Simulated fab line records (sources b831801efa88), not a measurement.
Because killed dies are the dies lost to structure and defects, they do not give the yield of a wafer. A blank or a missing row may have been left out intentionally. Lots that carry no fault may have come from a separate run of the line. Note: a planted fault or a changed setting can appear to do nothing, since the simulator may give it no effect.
What tool caused it? || flow sky130 || Sampling: 14 lots, 42 wafers, 4 of 708 route steps

WHAT EACH GAUGE READ, for each wafer
SKY_NWELL_OVL_MEAS_23. Usual: NWELL_01_OVL gives -1.3 nm (standard deviation 1.3).
{"lot": "L848", "measured": "day 5 06:37", "on": "overlay-01", "NWELL_01_OVL (nm)": "-2.8 -1.4 -0.3", "flag": ""}
{"lot": "L852", "measured": "day 6 08:21", "on": "overlay-01", "NWELL_01_OVL (nm)": "-2.7 -3.5 -1.7", "flag": ""}
{"lot": "L853", "measured": "day 6 17:14", "on": "overlay-02", "NWELL_01_OVL (nm)": "0.0 -0.3 -0.9", "flag": ""}
{"lot": "L854", "measured": "day 6 20:51", "on": "overlay-01", "NWELL_01_OVL (nm)": "-2.3 -3.3 -3.1", "flag": ""}
{"lot": "L855", "measured": "day 7 05:28", "on": "overlay-01", "NWELL_01_OVL (nm)": "0.0 -2.2 0.1", "flag": ""}
{"lot": "L856", "measured": "day 7 06:10", "on": "overlay-02", "NWELL_01_OVL (nm)": "0.6 -1.0 -0.8", "flag": ""}
{"lot": "L863", "measured": "day 9 03:17", "on": "overlay-02", "NWELL_01_OVL (nm)": "-0.8 -0.7 -1.5", "flag": ""}
{"lot": "L865", "measured": "day 9 22:45", "on": "overlay-01", "NWELL_01_OVL (nm)": "-1.6 -2.1 -1.5", "flag": ""}
{"lot": "L866", "measured": "day 9 23:46", "on": "overlay-01", "NWELL_01_OVL (nm)": "-2.9 1.6 0.0", "flag": ""}
{"lot": "L867", "measured": "day 10 03:42", "on": "overlay-01", "NWELL_01_OVL (nm)": "0.3 -0.5 -2.0", "flag": ""}
{"lot": "L868", "measured": "day 10 11:51", "on": "overlay-02", "NWELL_01_OVL (nm)": "0.5 -0.5 -1.2", "flag": ""}
{"lot": "L869", "measured": "day 10 12:39", "on": "overlay-01", "NWELL_01_OVL (nm)": "-3.4 -1.5 -4.2", "flag": ""}
{"lot": "L870", "measured": "day 10 20:00", "on": "overlay-01", "NWELL_01_OVL (nm)": "-2.6 -0.8 -0.6", "flag": ""}
{"lot": "L871", "measured": "day 11 00:20", "on": "overlay-01", "NWELL_01_OVL (nm)": "-1.5 -1.8 -1.9", "flag": ""}

SKY_LDD_HVP_OVL_MEAS_07. Usual: LDD_HVP_OVL gives 0.0 nm (standard deviation 1.3).
{"lot": "L848", "measured": "day 21 08:27", "on": "overlay-01", "LDD_HVP_OVL (nm)": "-1.2 -0.7 0.1", "flag": ""}
{"lot": "L852", "measured": "day 23 06:17", "on": "overlay-01", "LDD_HVP_OVL (nm)": "-0.5 -2.4 -1.4", "flag": ""}
{"lot": "L853", "measured": "day 23 14:20", "on": "overlay-02", "LDD_HVP_OVL (nm)": "-0.4 1.1 0.5", "flag": ""}
{"lot": "L854", "measured": "day 23 17:18", "on": "overlay-01", "LDD_HVP_OVL (nm)": "0.4 -1.3 -1.5", "flag": ""}
{"lot": "L855", "measured": "day 24 14:18", "on": "overlay-02", "LDD_HVP_OVL (nm)": "3.3 -0.5 0.7", "flag": ""}
{"lot": "L856", "measured": "day 24 15:13", "on": "overlay-01", "LDD_HVP_OVL (nm)": "-0.1 -1.1 -2.2", "flag": ""}
{"lot": "L863", "measured": "day 27 01:06", "on": "overlay-01", "LDD_HVP_OVL (nm)": "-1.7 -0.4 -0.3", "flag": ""}
{"lot": "L865", "measured": "day 28 02:44", "on": "overlay-02", "LDD_HVP_OVL (nm)": "-0.5 0.0 1.0", "flag": ""}
{"lot": "L866", "measured": "day 28 03:50", "on": "overlay-02", "LDD_HVP_OVL (nm)": "2.4 -1.1 -1.9", "flag": ""}
{"lot": "L867", "measured": "day 28 09:23", "on": "overlay-02", "LDD_HVP_OVL (nm)": "1.1 1.3 1.9", "flag": ""}
{"lot": "L868", "measured": "day 28 17:35", "on": "overlay-01", "LDD_HVP_OVL (nm)": "0.9 0.0 0.5", "flag": ""}
{"lot": "L869", "measured": "day 28 19:32", "on": "overlay-01", "LDD_HVP_OVL (nm)": "-0.7 -0.8 -0.7", "flag": ""}
{"lot": "L870", "measured": "day 29 00:26", "on": "overlay-01", "LDD_HVP_OVL (nm)": "1.0 -1.3 1.2", "flag": ""}
{"lot": "L871", "measured": "day 29 07:26", "on": "overlay-02", "LDD_HVP_OVL (nm)": "1.8 0.1 0.8", "flag": ""}

TOOL THAT RAN EACH LOT (tool first, then ch and the chambers of the sampled wafers, then the start)
{"lot": "L848", "SKY_NWELL_RTA_28": "rtp_anneal-02 ch 0, day 5 07:03", "SKY_POLY_GATE_DEVELOP_12": "litho_track-04 ch 0, day 16 04:00"}
{"lot": "L852", "SKY_NWELL_RTA_28": "rtp_anneal-02 ch 0, day 6 08:44", "SKY_POLY_GATE_DEVELOP_12": "litho_track-04 ch 0, day 17 22:00"}
{"lot": "L853", "SKY_NWELL_RTA_28": "rtp_anneal-01 ch 0, day 6 17:38", "SKY_POLY_GATE_DEVELOP_12": "litho_track-01 ch 0, day 18 07:00"}
{"lot": "L854", "SKY_NWELL_RTA_28": "rtp_anneal-02 ch 0, day 6 21:16", "SKY_POLY_GATE_DEVELOP_12": "litho_track-04 ch 0, day 18 11:00"}
{"lot": "L855", "SKY_NWELL_RTA_28": "rtp_anneal-02 ch 0, day 7 05:52", "SKY_POLY_GATE_DEVELOP_12": "litho_track-04 ch 0, day 19 08:00"}
{"lot": "L856", "SKY_NWELL_RTA_28": "rtp_anneal-01 ch 0, day 7 06:35", "SKY_POLY_GATE_DEVELOP_12": "litho_track-04 ch 0, day 19 09:00"}
{"lot": "L863", "SKY_NWELL_RTA_28": "rtp_anneal-01 ch 0, day 9 03:43", "SKY_POLY_GATE_DEVELOP_12": "litho_track-02 ch 0, day 21 23:00"}
{"lot": "L865", "SKY_NWELL_RTA_28": "rtp_anneal-01 ch 0, day 9 23:09", "SKY_POLY_GATE_DEVELOP_12": "litho_track-01 ch 0, day 23 02:00"}
{"lot": "L866", "SKY_NWELL_RTA_28": "rtp_anneal-02 ch 0, day 10 00:11", "SKY_POLY_GATE_DEVELOP_12": "litho_track-04 ch 0, day 23 02:00"}
{"lot": "L867", "SKY_NWELL_RTA_28": "rtp_anneal-02 ch 0, day 10 04:05", "SKY_POLY_GATE_DEVELOP_12": "litho_track-02 ch 0, day 23 09:00"}
{"lot": "L868", "SKY_NWELL_RTA_28": "rtp_anneal-01 ch 0, day 10 12:14", "SKY_POLY_GATE_DEVELOP_12": "litho_track-04 ch 0, day 23 16:00"}
{"lot": "L869", "SKY_NWELL_RTA_28": "rtp_anneal-02 ch 0, day 10 13:03", "SKY_POLY_GATE_DEVELOP_12": "litho_track-02 ch 0, day 23 18:00"}
{"lot": "L870", "SKY_NWELL_RTA_28": "rtp_anneal-02 ch 0, day 10 20:25", "SKY_POLY_GATE_DEVELOP_12": "litho_track-01 ch 0, day 24 02:00"}
{"lot": "L871", "SKY_NWELL_RTA_28": "rtp_anneal-01 ch 0, day 11 00:46", "SKY_POLY_GATE_DEVELOP_12": "litho_track-02 ch 0, day 24 08:00"}
- SKY_NWELL_RTA_28: time 30 s.
- SKY_POLY_GATE_DEVELOP_12: develop time 60 s.

WHAT THE TOOLS THEMSELVES READ (means of the sampled wafers that have a number; where no wafer has one, the mark that the record gives instead)
SKY_NWELL_RTA_28. Usual: lamp_power_pct 25.31 %, standard deviation 0.056; wafer_temp_C_max 1054.9, standard deviation 0.85.
{"lot": "L848", "tool": "rtp_anneal-02", "lamp_power_pct (%)": 25.33, "wafer_temp_C_max": 1054.5, "flag": ""}
{"lot": "L852", "tool": "rtp_anneal-02", "lamp_power_pct (%)": 25.30, "wafer_temp_C_max": 1056.3, "flag": ""}
{"lot": "L853", "tool": "rtp_anneal-01", "lamp_power_pct (%)": 25.30, "wafer_temp_C_max": 1055.4, "flag": ""}
{"lot": "L854", "tool": "rtp_anneal-02", "lamp_power_pct (%)": 25.28, "wafer_temp_C_max": 1055.4, "flag": ""}
{"lot": "L855", "tool": "rtp_anneal-02", "lamp_power_pct (%)": 25.23, "wafer_temp_C_max": 1055.6, "flag": ""}
{"lot": "L856", "tool": "rtp_anneal-01", "lamp_power_pct (%)": 25.25, "wafer_temp_C_max": 1055.5, "flag": ""}
{"lot": "L863", "tool": "rtp_anneal-01", "lamp_power_pct (%)": 25.32, "wafer_temp_C_max": 1055.4, "flag": ""}
{"lot": "L865", "tool": "rtp_anneal-01", "lamp_power_pct (%)": 25.33, "wafer_temp_C_max": 1054.7, "flag": ""}
{"lot": "L866", "tool": "rtp_anneal-02", "lamp_power_pct (%)": 25.31, "wafer_temp_C_max": 1054.2, "flag": ""}
{"lot": "L867", "tool": "rtp_anneal-02", "lamp_power_pct (%)": 25.27, "wafer_temp_C_max": 1054.4, "flag": ""}
{"lot": "L868", "tool": "rtp_anneal-01", "lamp_power_pct (%)": 25.35, "wafer_temp_C_max": 1055.5, "flag": ""}
{"lot": "L869", "tool": "rtp_anneal-02", "lamp_power_pct (%)": 25.27, "wafer_temp_C_max": 1054.6, "flag": ""}
{"lot": "L870", "tool": "rtp_anneal-02", "lamp_power_pct (%)": 25.27, "wafer_temp_C_max": 1054.4, "flag": ""}
{"lot": "L871", "tool": "rtp_anneal-01", "lamp_power_pct (%)": 25.35, "wafer_temp_C_max": 1054.9, "flag": ""}

SKY_POLY_GATE_DEVELOP_12. Usual: developer_temp_C reads 21.01 C (standard deviation 0.11).
{"lot": "L848", "tool": "litho_track-04", "developer_temp_C (C)": 20.86, "flag": ""}
{"lot": "L852", "tool": "litho_track-04", "developer_temp_C (C)": 20.90, "flag": ""}
{"lot": "L853", "tool": "litho_track-01", "developer_temp_C (C)": 21.03, "flag": ""}
{"lot": "L854", "tool": "litho_track-04", "developer_temp_C (C)": 18.83, "flag": "OFF"}
{"lot": "L855", "tool": "litho_track-04", "developer_temp_C (C)": 18.86, "flag": "OFF"}
{"lot": "L856", "tool": "litho_track-04", "developer_temp_C (C)": 18.92, "flag": "OFF"}
{"lot": "L863", "tool": "litho_track-02", "developer_temp_C (C)": 21.08, "flag": ""}
{"lot": "L865", "tool": "litho_track-01", "developer_temp_C (C)": 20.99, "flag": ""}
{"lot": "L866", "tool": "litho_track-04", "developer_temp_C (C)": 20.91, "flag": ""}
{"lot": "L867", "tool": "litho_track-02", "developer_temp_C (C)": 20.92, "flag": ""}
{"lot": "L868", "tool": "litho_track-04", "developer_temp_C (C)": 21.20, "flag": ""}
{"lot": "L869", "tool": "litho_track-02", "developer_temp_C (C)": 20.91, "flag": ""}
{"lot": "L870", "tool": "litho_track-01", "developer_temp_C (C)": 21.08, "flag": ""}
{"lot": "L871", "tool": "litho_track-02", "developer_temp_C (C)": 21.04, "flag": ""}

THE ANSWER, worked out from the rows above alone
Rule: lot off if the mean of its wafers having a number is beyond 3 standard deviations from the usual mean. A lot without any number at a reading at which 4 lots or more have one is off too. Where the step has rows for the other lots, those lots are counted as sound. Order of review: gauges by route order, followed by the tools' own readings, for which a lot's mean as printed above is used. At the first step where some lot is off, the reading lying furthest off is the one used; lots without a number count as furthest.
Off, at SKY_POLY_GATE_DEVELOP_12 on developer_temp_C: L854, L855, L856.
A tool fits if, at that step or a process step before it, it ran every lot that is off, and no sound lot after the first of them. No candidate that was tried fits.

WHAT HAD BEEN PUT IN BY THE SIMULATOR
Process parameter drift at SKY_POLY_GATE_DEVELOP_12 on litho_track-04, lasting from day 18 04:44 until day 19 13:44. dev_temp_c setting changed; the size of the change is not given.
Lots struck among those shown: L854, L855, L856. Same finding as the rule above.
